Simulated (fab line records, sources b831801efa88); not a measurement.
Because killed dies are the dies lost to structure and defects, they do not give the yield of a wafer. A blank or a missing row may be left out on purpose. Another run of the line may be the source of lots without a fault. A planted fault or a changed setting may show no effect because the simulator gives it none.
Which tool is to blame? || flow sfq-line || 14 lots with 42 wafers sampled at 4 steps, on a route of 325 steps

== WHAT THE GAUGES SHOWED, per wafer ==
SFQ_L0V_OVL_MEAS_903.
{"lot": "L235", "measured": "day 5 04:38", "on": "overlay-02", "L0V_OVL (nm)": "5 -1 4"}
{"lot": "L237", "measured": "day 5 11:50", "on": "overlay-01", "L0V_OVL (nm)": "16 18 12"}
{"lot": "L240", "measured": "day 6 13:47", "on": "overlay-02", "L0V_OVL (nm)": "-6 -4 0"}
{"lot": "L241", "measured": "day 6 18:35", "on": "overlay-01", "L0V_OVL (nm)": "12 16 18"}
{"lot": "L243", "measured": "day 7 04:11", "on": "overlay-01", "L0V_OVL (nm)": "4 9 8"}
{"lot": "L248", "measured": "day 8 07:47", "on": "overlay-02", "L0V_OVL (nm)": "4 2 7"}
{"lot": "L249", "measured": "day 8 13:47", "on": "overlay-02", "L0V_OVL (nm)": "11 11 9"}
{"lot": "L251", "measured": "day 9 02:59", "on": "overlay-01", "L0V_OVL (nm)": "3 -3 10"}
{"lot": "L252", "measured": "day 9 15:49", "on": "overlay-01", "L0V_OVL (nm)": "7 6 2"}
{"lot": "L253", "measured": "day 9 19:25", "on": "overlay-01", "L0V_OVL (nm)": "5 -4 -3"}
{"lot": "L254", "measured": "day 9 23:01", "on": "overlay-02", "L0V_OVL (nm)": "11 0 3"}
{"lot": "L255", "measured": "day 10 06:13", "on": "overlay-01", "L0V_OVL (nm)": "4 4 6"}
{"lot": "L257", "measured": "day 10 15:49", "on": "overlay-01", "L0V_OVL (nm)": "-3 6 4"}
{"lot": "L258", "measured": "day 11 00:19", "on": "overlay-01", "L0V_OVL (nm)": "1 2 5"}

SFQ_M1_RS_MEAS_909: the measuring method here is four-point-probe.
{"lot": "L235", "measured": "day 10 08:29", "on": "film-metro-02", "M1_NB_RS (ohm/sq)": "0.912 0.891 0.883"}
{"lot": "L237", "measured": "day 10 15:43", "on": "film-metro-02", "M1_NB_RS (ohm/sq)": "0.882 0.874 0.882"}
{"lot": "L240", "measured": "day 11 18:02", "on": "film-metro-01", "M1_NB_RS (ohm/sq)": "0.903 0.515 0.514 0.902 0.514 0.513"}
{"lot": "L241", "measured": "day 11 23:59", "on": "film-metro-02", "M1_NB_RS (ohm/sq)": "0.890 0.512 0.882 0.890 0.510 0.883"}
{"lot": "L243", "measured": "day 12 16:47", "on": "film-metro-01", "M1_NB_RS (ohm/sq)": "0.885 0.887 0.886"}
{"lot": "L248", "measured": "day 13 22:18", "on": "film-metro-04", "M1_NB_RS (ohm/sq)": "0.908 0.919 0.929"}
{"lot": "L249", "measured": "day 14 14:04", "on": "film-metro-04", "M1_NB_RS (ohm/sq)": "0.887 0.897 0.889"}
{"lot": "L251", "measured": "day 14 20:06", "on": "film-metro-01", "M1_NB_RS (ohm/sq)": "0.880 0.883 0.892"}
{"lot": "L252", "measured": "day 15 09:33", "on": "film-metro-02", "M1_NB_RS (ohm/sq)": "0.883 0.893 0.891"}
{"lot": "L253", "measured": "day 15 16:18", "on": "film-metro-04", "M1_NB_RS (ohm/sq)": "0.891 0.886 0.886"}
{"lot": "L254", "measured": "day 16 00:07", "on": "film-metro-02", "M1_NB_RS (ohm/sq)": "0.884 0.859 0.872"}
{"lot": "L255", "measured": "day 16 10:55", "on": "film-metro-04", "M1_NB_RS (ohm/sq)": "0.908 0.882 0.904"}
{"lot": "L257", "measured": "day 17 01:08", "on": "film-metro-02", "M1_NB_RS (ohm/sq)": "0.871 0.871 0.878"}
{"lot": "L258", "measured": "day 17 05:55", "on": "film-metro-01", "M1_NB_RS (ohm/sq)": "0.902 0.907 0.901"}

== EACH LOT AND THE TOOL THAT RAN IT (in order: tool; ch and the chambers of the sampled wafers; start) ==
{"lot": "L235", "SFQ_TRILAYER_L0_VIA_STRIP_STRIP_017": "rie-metal-03 ch 0,1, day 5 04:45", "SFQ_TRILAYER_M1_DEP_SPUTTER_037": "pvd-sputter-04, day 10 08:24"}
{"lot": "L237", "SFQ_TRILAYER_L0_VIA_STRIP_STRIP_017": "rie-metal-03 ch 0,1, day 5 11:57", "SFQ_TRILAYER_M1_DEP_SPUTTER_037": "pvd-sputter-06, day 10 15:36"}
{"lot": "L240", "SFQ_TRILAYER_L0_VIA_STRIP_STRIP_017": "rie-metal-02 ch 0,1, day 6 14:06", "SFQ_TRILAYER_M1_DEP_SPUTTER_037": "pvd-sputter-06, day 11 17:54"}
{"lot": "L241", "SFQ_TRILAYER_L0_VIA_STRIP_STRIP_017": "rie-metal-02 ch 0, day 6 18:42", "SFQ_TRILAYER_M1_DEP_SPUTTER_037": "pvd-sputter-06, day 11 23:54"}
{"lot": "L243", "SFQ_TRILAYER_L0_VIA_STRIP_STRIP_017": "rie-metal-01 ch 0,1, day 7 04:30", "SFQ_TRILAYER_M1_DEP_SPUTTER_037": "pvd-sputter-03, day 12 16:40"}
{"lot": "L248", "SFQ_TRILAYER_L0_VIA_STRIP_STRIP_017": "rie-metal-02 ch 1, day 8 07:54", "SFQ_TRILAYER_M1_DEP_SPUTTER_037": "pvd-sputter-04, day 13 22:13"}
{"lot": "L249", "SFQ_TRILAYER_L0_VIA_STRIP_STRIP_017": "rie-metal-03 ch 1, day 8 13:54", "SFQ_TRILAYER_M1_DEP_SPUTTER_037": "pvd-sputter-03, day 14 13:59"}
{"lot": "L251", "SFQ_TRILAYER_L0_VIA_STRIP_STRIP_017": "rie-metal-02 ch 0,1, day 9 03:06", "SFQ_TRILAYER_M1_DEP_SPUTTER_037": "pvd-sputter-03, day 14 20:01"}
{"lot": "L252", "SFQ_TRILAYER_L0_VIA_STRIP_STRIP_017": "rie-metal-02 ch 0,1, day 9 16:08", "SFQ_TRILAYER_M1_DEP_SPUTTER_037": "pvd-sputter-03, day 15 09:25"}
{"lot": "L253", "SFQ_TRILAYER_L0_VIA_STRIP_STRIP_017": "rie-metal-03 ch 0,1, day 9 19:32", "SFQ_TRILAYER_M1_DEP_SPUTTER_037": "pvd-sputter-04, day 15 16:13"}
{"lot": "L254", "SFQ_TRILAYER_L0_VIA_STRIP_STRIP_017": "rie-metal-02 ch 0,1, day 9 23:08", "SFQ_TRILAYER_M1_DEP_SPUTTER_037": "pvd-sputter-06, day 16 00:01"}
{"lot": "L255", "SFQ_TRILAYER_L0_VIA_STRIP_STRIP_017": "rie-metal-02 ch 0,1, day 10 06:20", "SFQ_TRILAYER_M1_DEP_SPUTTER_037": "pvd-sputter-06, day 16 10:49"}
{"lot": "L257", "SFQ_TRILAYER_L0_VIA_STRIP_STRIP_017": "rie-metal-03 ch 0,1, day 10 15:56", "SFQ_TRILAYER_M1_DEP_SPUTTER_037": "pvd-sputter-06, day 17 01:02"}
{"lot": "L258", "SFQ_TRILAYER_L0_VIA_STRIP_STRIP_017": "rie-metal-03 ch 0, day 11 00:26", "SFQ_TRILAYER_M1_DEP_SPUTTER_037": "pvd-sputter-04, day 17 05:50"}
- SFQ_TRILAYER_L0_VIA_STRIP_STRIP_017: strips in O2.
- SFQ_TRILAYER_M1_DEP_SPUTTER_037: material Nb, target thk 200 nm, time 133.3 s.

== WHAT THE TOOLS THEMSELVES READ (means of the sampled wafers that have a number; where no wafer has one, the mark that the record gives instead) ==
SFQ_TRILAYER_L0_VIA_STRIP_STRIP_017.
{"lot": "L235", "tool": "rie-metal-03", "drypump-motor-current-A (A)": 5.34, "oes-product-au (a.u.)": 1.004}
{"lot": "L237", "tool": "rie-metal-03", "drypump-motor-current-A (A)": 5.34, "oes-product-au (a.u.)": 1.004}
{"lot": "L240", "tool": "rie-metal-02", "drypump-motor-current-A (A)": 5.85, "oes-product-au (a.u.)": 0.991}
{"lot": "L241", "tool": "rie-metal-02", "drypump-motor-current-A (A)": 5.77, "oes-product-au (a.u.)": 0.974}
{"lot": "L243", "tool": "rie-metal-01", "drypump-motor-current-A (A)": 5.13, "oes-product-au (a.u.)": 1.006}
{"lot": "L248", "tool": "rie-metal-02", "drypump-motor-current-A (A)": 5.94, "oes-product-au (a.u.)": 0.982}
{"lot": "L249", "tool": "rie-metal-03", "drypump-motor-current-A (A)": 5.42, "oes-product-au (a.u.)": 1.016}
{"lot": "L251", "tool": "rie-metal-02", "drypump-motor-current-A (A)": 5.82, "oes-product-au (a.u.)": 0.982}
{"lot": "L252", "tool": "rie-metal-02", "drypump-motor-current-A (A)": 5.81, "oes-product-au (a.u.)": 0.979}
{"lot": "L253", "tool": "rie-metal-03", "drypump-motor-current-A (A)": 5.34, "oes-product-au (a.u.)": 1.001}
{"lot": "L254", "tool": "rie-metal-02", "drypump-motor-current-A (A)": 5.80, "oes-product-au (a.u.)": 0.981}
{"lot": "L255", "tool": "rie-metal-02", "drypump-motor-current-A (A)": 5.81, "oes-product-au (a.u.)": 0.986}
{"lot": "L257", "tool": "rie-metal-03", "drypump-motor-current-A (A)": 5.35, "oes-product-au (a.u.)": 1.010}
{"lot": "L258", "tool": "rie-metal-03", "drypump-motor-current-A (A)": 5.30, "oes-product-au (a.u.)": 1.014}

SFQ_TRILAYER_M1_DEP_SPUTTER_037.
{"lot": "L235", "tool": "pvd-sputter-04", "throttle-valve-pct (%)": 30.9}
{"lot": "L237", "tool": "pvd-sputter-06", "throttle-valve-pct (%)": 29.2}
{"lot": "L240", "tool": "pvd-sputter-06", "throttle-valve-pct (%)": 28.3}
{"lot": "L241", "tool": "pvd-sputter-06", "throttle-valve-pct (%)": 28.4}
{"lot": "L243", "tool": "pvd-sputter-03", "throttle-valve-pct (%)": 30.0}
{"lot": "L248", "tool": "pvd-sputter-04", "throttle-valve-pct (%)": 30.4}
{"lot": "L249", "tool": "pvd-sputter-03", "throttle-valve-pct (%)": 30.2}
{"lot": "L251", "tool": "pvd-sputter-03", "throttle-valve-pct (%)": 30.0}
{"lot": "L252", "tool": "pvd-sputter-03", "throttle-valve-pct (%)": 30.1}
{"lot": "L253", "tool": "pvd-sputter-04", "throttle-valve-pct (%)": 30.9}
{"lot": "L254", "tool": "pvd-sputter-06", "throttle-valve-pct (%)": 29.4}
{"lot": "L255", "tool": "pvd-sputter-06", "throttle-valve-pct (%)": 29.7}
{"lot": "L257", "tool": "pvd-sputter-06", "throttle-valve-pct (%)": 28.5}
{"lot": "L258", "tool": "pvd-sputter-04", "throttle-valve-pct (%)": 31.5}

== THE ANSWER, worked out from the rows above alone ==
Rule: the lots themselves supply what counts as usual. The widest of any qualifying gaps counts: lots, ordered by their means at a reading, are off when they make up no more than a third of the lots, leave a main group of 4 or more, and stand apart from it by 3 or more times the standard deviation of that group's means. The tables above print the reading to a certain number of digits; a main group whose means all agree to those digits is not used. Also off: a lot with no number at a reading for which 4 or more lots have one. Any other lot the step has rows for is counted as sound. After the gauges, taken in route order, come the tools' own readings; for these a lot's mean is taken, as printed above. At the first step where some lot is off, the reading lying furthest off is the one used; lots without a number count as furthest.
Off: L240, L241, at SFQ_M1_RS_MEAS_909 (M1_NB_RS). The main group: mean 0.890 ohm/sq, standard deviation 0.012.
A tool fits if, at a process step before that reading, it ran every lot that is off, and no sound lot after the first of them. Gauges at SFQ_M1_RS_MEAS_909: tried the same way as those tools. None of those tried fits.

== WHAT THE SIMULATOR HAD INSERTED ==
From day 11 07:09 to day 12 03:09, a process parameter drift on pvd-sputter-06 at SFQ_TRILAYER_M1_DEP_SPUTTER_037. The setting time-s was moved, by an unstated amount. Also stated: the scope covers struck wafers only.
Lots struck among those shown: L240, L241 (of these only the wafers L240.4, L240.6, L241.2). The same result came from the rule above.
